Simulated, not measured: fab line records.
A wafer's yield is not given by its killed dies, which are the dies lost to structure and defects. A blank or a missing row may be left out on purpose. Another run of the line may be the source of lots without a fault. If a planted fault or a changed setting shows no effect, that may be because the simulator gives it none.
One fault seen from 2 desks | flow gf180mcu | every desk sees just its own numbers, and what lay behind them comes last

== TOOL OWNER'S DESK, rtp-anneal-02 ==
Per lot that ran on this tool, the mean of the sampled wafers carrying a number, from the tool's own readings at GF_PSD_RTA_13 (time 20 s). Any lot whose mean is over 4 standard deviations away from the usual mean is out of limits and marked OUT; that distance is given in the brackets.
Columns: A = lamp-power-pct at GF_PSD_RTA_13, usual 29 %; B = wafer_temp_C_max at GF_PSD_RTA_13, usual 1030.4
lot  | first seen here | A  | B
L281 | day 14 18:28    | 33 | 1030.8
L288 | day 16 15:06    | 33 | 1031.6
L291 | day 18 01:06    | 33 | 1031.2
L301 | day 21 07:28    | 35 | 1030.9
L302 | day 21 16:43    | 35 | 1031.3
This desk found nothing out of limits on any of the 5 lots.

== METROLOGY DESK ==
What the gauges read, lot by lot, whatever tool the lot ran on: means of the sampled wafers that have a number. Any lot whose mean is over 4 standard deviations away from the usual mean is out of limits and marked OUT; that distance is given in the brackets.
Columns: A = HV_LDD_4_TW at GF_HV_LDD_TW_MEAS_50, usual 567; B = NSD_RS at GF_PSD_RS_MEAS_14, usual 46.08 ohm/sq; C = PSD_RS at GF_PSD_RS_MEAS_15, usual 108.45 ohm/sq
lot  | first seen here | A   | B               | C
L281 | day 12 21:02    | 579 | 46.10           | 108.53
L282 | day 12 23:24    | 579 | 46.12           | 108.68
L283 | day 13 11:20    | 572 | 46.05           | 108.18
L285 | day 13 20:56    | 554 | 46.08           | 108.50
L288 | day 14 15:56    | 575 | 46.16           | 108.42
L289 | day 15 03:33    | 580 | 46.09           | 108.51
L291 | day 15 23:20    | 550 | 46.10           | 108.31
L292 | day 16 03:57    | 550 | 46.05           | 108.38
L299 | day 18 09:30    | 581 | 46.07           | 108.61
L301 | day 19 03:15    | 579 | 43.99 (-26) OUT | 101.93 (-26) OUT
L302 | day 19 12:56    | 548 | 43.94 (-26) OUT | 101.78 (-27) OUT
This desk finds L301, L302 out of limits, with the earliest case on L301 at day 21 07:32 (NSD_RS at GF_PSD_RS_MEAS_14). Within limits: L281, L282, L283, L285, L288, L289, L291, L292, L299.

== TAKEN TOGETHER ==
The metrology desk could have raised an alarm at day 21 07:32, on L301, L302.
Nothing out of limits was seen by the tool owner's desk.
The tool owner's desk has L301, L302 on record, within its limits.
GF_PSD_RTA_13 was run on rtp-anneal-02 by each of the lots named.

== WHAT WAS PUT IN BY THE SIMULATOR ==
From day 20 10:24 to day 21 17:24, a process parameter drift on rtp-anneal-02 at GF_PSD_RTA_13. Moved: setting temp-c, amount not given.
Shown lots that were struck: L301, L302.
Hours from the fault's start to each desk's first reading out of limits: the metrology desk, 21.
